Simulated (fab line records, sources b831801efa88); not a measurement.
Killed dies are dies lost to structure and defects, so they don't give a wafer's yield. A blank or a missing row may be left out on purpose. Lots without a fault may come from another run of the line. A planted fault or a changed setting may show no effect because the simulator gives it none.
A struck lot beside a sound one | flow sky130 | 40 steps out of a route of 708
Sound: wafers L674.2, L674.5, L674.6. Struck: wafers L682.2, L682.3, L682.6. The cause comes at the end.
At each step with rows: each side's tool, then ch and its chambers, then its first start. Under that, the readings that differ: sound wafers | struck wafers | difference of the means | sigmas: that difference in standard deviations of wafers without a fault.
alike: readings whose means differ by less than 2 such deviations, and words and numbers that are the same on both sides. not compared: withheld readings, readings that some wafer has no value for, bounds like >300 that may hide the same value, and numbers for which the record gives no deviation and whose values overlap.
The two part at a step that has a row with sigmas, a row that says differs or no value, or rows on one side only. Numbers that don't overlap but have no deviation are shown without sigmas and don't part them. A reading that every wafer of one side lacks parts them only if that side has two wafers or more.

first, 5 steps without rows for these wafers: SKY_VIA3_STRIP_17 (strips in post etch residue remover, time 1200 s); SKY_VIA3_CLEAN_18 (cleans in IPA, time 180 s); SKY_VIA3_CLEAN_19 (cleans in O3/DIW); SKY_VIA3_SPUTTER_20 (material TiN, target thk 20 nm, time 80 s); SKY_VIA3_CVD_21 (deposits W, target thk 390 nm, time 117.31 s).
SKY_VIA3_RS_MEAS_22: measures by four-point-probe.
  sound on film_metro-04, day 42 06:19; struck on film_metro-04, day 44 01:19
  alike: VIA3_W_RS
SKY_VIA3_THK_MEAS_23: measures by xrf.
  sound on film_metro-04, day 42 06:25; struck on film_metro-04, day 44 01:26
  alike: VIA3_W_THK
then, 3 steps without rows for these wafers: SKY_VIA3_CMP_24 (polishes, stops on SiO2, t overpolish 20 s, target thk 0 nm); SKY_METAL4_SPUTTER_00 (material Ti, target thk 15 nm, time 10 s); SKY_METAL4_SPUTTER_01 (material TiN, target thk 20 nm, time 16.7 s).
SKY_METAL4_SPUTTER_02: material AlCu, target thk 735 nm, time 39.1 s.
  sound on pvd_sputter-03, day 42 09:25; struck on pvd_sputter-04, day 44 01:49
  alike: cathode_dc_power_W, chamber_pressure_pa, throttle_valve_pct
then, 1 step without rows for these wafers: SKY_METAL4_SPUTTER_03 (material Ti, target thk 5 nm, time 3.3 s).
SKY_METAL4_SPUTTER_04: material TiN, target thk 70 nm, time 58.3 s.
  sound on pvd_sputter-03, day 42 09:29; struck on pvd_sputter-04, day 44 01:53
  no value came back on the struck wafers for cathode_dc_power_W (W), chamber_pressure_pa (Pa), throttle_valve_pct (%); on the sound wafers cathode_dc_power_W (W) reads 6498.7 6499.7 6500.1
SKY_CAP2M_CVD_00: deposits SiO2, target thk 15.5 nm.
  sound on pecvd-01 ch 0,1,2, day 42 09:32; struck on pecvd-01 ch 0,1,2, day 44 01:56
  alike: heater_power_w, susceptor_temp_C
then, 8 steps without rows for these wafers: SKY_CAP2M_SPUTTER_02 (material TiN, target thk 200 nm, time 166.7 s); SKY_CAP2M_DEHYDRATE_05 (time 60 s); SKY_CAP2M_HMDS_06 (prime time 60 s); SKY_CAP2M_COAT_07 (resist thk 1140 nm); SKY_CAP2M_SOFTBAKE_08 (time 60 s); SKY_CAP2M_EXPOSE_09 (exposes mask CAP2M, target cd 1000 nm); SKY_CAP2M_PEB_10; SKY_CAP2M_DEVELOP_11 (develop time 60 s).
SKY_CAP2M_OVL_MEAS_12:
  sound on overlay-02, day 43 07:22; struck on overlay-01, day 45 00:01
  alike: CAP2M_OVL
SKY_CAP2M_METAL_ETCH_13: etches TiN in Cl2/BCl3, stops on SiO2, target depth 220 nm, time 62.9 s.
  sound on rie_metal-03 ch 0,1, day 43 07:24; struck on rie_metal-03 ch 0,1, day 45 00:03
  alike: drypump_motor_current_A, oes_product_au, throttle_valve_pct
  not compared: rf_hours_counter_h
SKY_CAP2M_STRIP_14: strips in O2/N2.
  sound on plasma_asher-02 ch 0,1, day 43 07:29; struck on plasma_asher-02 ch 0,1, day 45 00:07
  alike: drypump_motor_current_A, oes_product_au, strip_time_to_endpoint_s
  not compared: rf_hours_counter_h
then, 11 steps without rows for these wafers: SKY_CAP2M_STRIP_15 (strips in post etch residue remover, time 1200 s); SKY_CAP2M_CLEAN_16 (cleans in IPA, time 180 s); SKY_CAP2M_CLEAN_17 (cleans in O3/DIW); SKY_METAL4_DEHYDRATE_05 (time 60 s); SKY_METAL4_HMDS_06 (prime time 60 s); SKY_METAL4_COAT_07 (resist thk 60 nm); SKY_METAL4_COAT_08 (resist thk 1140 nm); SKY_METAL4_SOFTBAKE_09 (time 90 s); SKY_METAL4_EXPOSE_10 (exposes mask MM4, target cd 300 nm); SKY_METAL4_PEB_11; SKY_METAL4_DEVELOP_12 (develop time 60 s).
SKY_METAL4_CD_MEAS_13: target cd 300 nm.
  sound on cd_sem-02, day 44 06:28; struck on cd_sem-02, day 45 22:11
  alike: cd_nm
SKY_METAL4_OVL_MEAS_14:
  sound on overlay-02, day 44 06:35; struck on overlay-02, day 45 22:17
  reading         | sound     | struck | difference | sigmas
  METAL4_OVL (nm) | -1 -12 -7 | 6 7 6  | +13        | +3
SKY_METAL4_DESCUM_15: chemistry O2, time 8 s.
  sound on rie_metal-01 ch 0,1, day 44 06:37; struck on rie_metal-01 ch 1, day 45 22:19
  alike: drypump_motor_current_A, oes_product_au
  not compared: rf_hours_counter_h
SKY_METAL4_METAL_ETCH_18: etches the open film in Cl2/BCl3, stops on SiO2, target depth 845 nm, time 183.1 s.
  sound on rie_metal-02 ch 0,1, day 44 06:45; struck on rie_metal-02 ch 0,1, day 45 22:28
  reading               | sound             | struck            | difference | sigmas
  oes_product_au (a.u.) | 0.877 0.872 0.873 | 0.834 0.833 0.824 | -0.044     | -7
  alike: drypump_motor_current_A, throttle_valve_pct
  not compared: rf_hours_counter_h

WHERE THEY PART
First at SKY_METAL4_SPUTTER_04; last, within this record, at SKY_METAL4_METAL_ETCH_18.

WHY: what the simulator had put in
Skipped step whole: pvd_sputter-04, from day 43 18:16 on, at SKY_METAL4_SPUTTER_04. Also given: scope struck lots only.
